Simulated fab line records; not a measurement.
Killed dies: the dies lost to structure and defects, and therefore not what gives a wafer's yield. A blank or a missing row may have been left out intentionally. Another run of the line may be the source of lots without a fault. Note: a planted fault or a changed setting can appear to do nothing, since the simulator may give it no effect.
What tool caused it? | flow sky130 | 6 lots, 18 wafers sampled, at 3 steps of a route of 708

WHAT THE GAUGES READ, wafer by wafer
SKY_VIA4_BOW_MEAS_03.
lot  | measured     | on            | VIA4_BOW (um)
L795 | day 42 13:25 | film metro-02 | 72 75 77
L798 | day 43 11:19 | film metro-02 | 92 89 86
L800 | day 43 23:17 | film metro-03 | 72 85 80
L803 | day 44 18:49 | film metro-03 | 84 86 71
L805 | day 45 03:03 | film metro-03 | 97 83 73
L809 | day 46 09:49 | film metro-04 | 88 82 97

WHICH TOOL RAN EACH LOT (tool, then ch and the chambers of the sampled wafers, then the start)
lot  | SKY_VT_ADJUST_HVTR_STRIP_10          | SKY_VIA3_ETCH_14
L795 | plasma asher-03 ch 0,1, day 9 20:43  | rie diel-02 ch 0,1,2, day 40 08:52
L798 | plasma asher-02 ch 0,1, day 10 17:17 | rie diel-01 ch 0,3, day 41 08:31
L800 | plasma asher-02 ch 0, day 11 09:31   | rie diel-03 ch 0,1,2, day 41 20:34
L803 | plasma asher-02 ch 0,1, day 12 09:49 | rie diel-03 ch 1,2, day 42 17:25
L805 | plasma asher-02 ch 0,1, day 12 21:23 | rie diel-02 ch 0,1, day 43 02:22
L809 | plasma asher-02 ch 0,1, day 14 06:35 | rie diel-02 ch 0,1,3, day 44 10:58
- SKY_VT_ADJUST_HVTR_STRIP_10: strips in O2/N2.
- SKY_VIA3_ETCH_14: etches BARC in N2/H2, stops on SiO2, time 45.9 s, target depth 60 nm.

THE ANSWER, worked out from the rows above alone
Rule: the usual values come from the lots themselves. Put in order of their means at a reading, lots are off if they are a third of the lots or fewer, leave a main group of 4 or more, and stand apart from it by a gap of 3 or more times the standard deviation of the main group's means; of several such gaps the widest counts. A main group is skipped when, at the precision printed for the reading in the tables above, its means are all equal. Also off: a lot with no number at a reading for which 4 or more lots have one. Any other lot the step has rows for is counted as sound.
No lot is off at any reading shown: from this, nothing can be told.

WHAT THE SIMULATOR HAD INSERTED
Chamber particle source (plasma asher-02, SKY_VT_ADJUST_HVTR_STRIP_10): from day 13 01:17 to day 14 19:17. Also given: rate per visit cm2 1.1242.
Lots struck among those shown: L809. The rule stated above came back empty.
